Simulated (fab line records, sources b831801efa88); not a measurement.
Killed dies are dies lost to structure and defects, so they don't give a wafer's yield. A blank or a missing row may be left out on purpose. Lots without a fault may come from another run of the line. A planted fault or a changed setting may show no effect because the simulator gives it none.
Problem report in the 8D (eight disciplines) form, filled by code | flow gf180mcu | the parts of the form that need people (team, actions taken, sign-off) are left out

1. THE PROBLEM
oes_product_au at GF_V5_ETCH_17 reads a mean of 0.976 a.u. on 3 wafers of 3 lots; wafers without a fault read 0.860 a.u. with a standard deviation of 0.0047. That is +25 standard deviations from the usual mean.
The step: etches SiO2 in C4F8/O2/Ar, stops on TiN, target depth 855 nm.
The step gives no start for some of these wafers. The record holds 44 wafers of 15 lots with a number at this step. Rule for "out", or "out of limits": more than 4 standard deviations from the usual mean. The other wafers with a number count as sound.

2. WHAT IT IS AND WHAT IT IS NOT
question                    | is                                    | is not
which readings at this step | oes_product_au                        | -
which lots                  | L588, L589, L590                      | L584, L586, L587, L591, L600, L601, L602, L603, L604, L605, L606, L607
which wafers of those lots  | L588.4, L589.3, L590.3                | L588.1, L588.6, L589.1, L589.6, L590.2
read on which tools         | rie_diel-01, rie_diel-03, rie_diel-04 | -

3. SUSPECTS, AND WHAT RULES EACH OUT
Counting: a tool at a process step up to the reading stays a suspect if it ran every lot that is out. Sound lots after the first of them don't rule it out here, since some wafers of a struck lot are sound.
- rie_diel-02 at GF_M5_ETCH_09 (etches Si3N4 in CF4/O2, target depth 52 nm, time 11.6 s): kept. It ran every lot that is out, first L588 (day 27 18:48); its last sound lot up to then is L586 (day 27 00:34).
- cmp-02 at GF_V5_CMP_04 (polishes SiO2): kept. It ran every lot that is out, first L588 (day 27 20:11); its last sound lot up to then is L587 (day 27 14:21).
Left after counting: rie_diel-02 at GF_M5_ETCH_09, cmp-02 at GF_V5_CMP_04.

4. THE CAUSE (what the simulator had put in)
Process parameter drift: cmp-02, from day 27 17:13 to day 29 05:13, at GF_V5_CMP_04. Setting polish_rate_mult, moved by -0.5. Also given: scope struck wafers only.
Counting left 2 suspects, and this tool is among them.

5. THE CHAIN OF EFFECTS, in route order
Each row: a reading whose mean over the struck wafers that have a number lies more than 3 standard deviations from the usual. Only readings for which the record gives a usual standard deviation are gone through. hours: the time from each lot's start at the first step in this table that gives one to its start at this step, as a median over the lots. sigmas: the change in usual standard deviations.
hours | step          | reading        | usual      | on struck wafers | change | sigmas
-     | GF_V5_ETCH_17 | oes_product_au | 0.860 a.u. | 0.976            | +0.116 | +25
The process steps in it:
- GF_V5_ETCH_17: etches SiO2 in C4F8/O2/Ar, stops on TiN, target depth 855 nm.

6. WHAT WOULD HAVE CAUGHT IT SOONER
Of the tool readings at GF_V5_CMP_04 for which the record gives a usual standard deviation, none was out on any struck wafer, so an alarm limit of 4 standard deviations on them would not have fired.
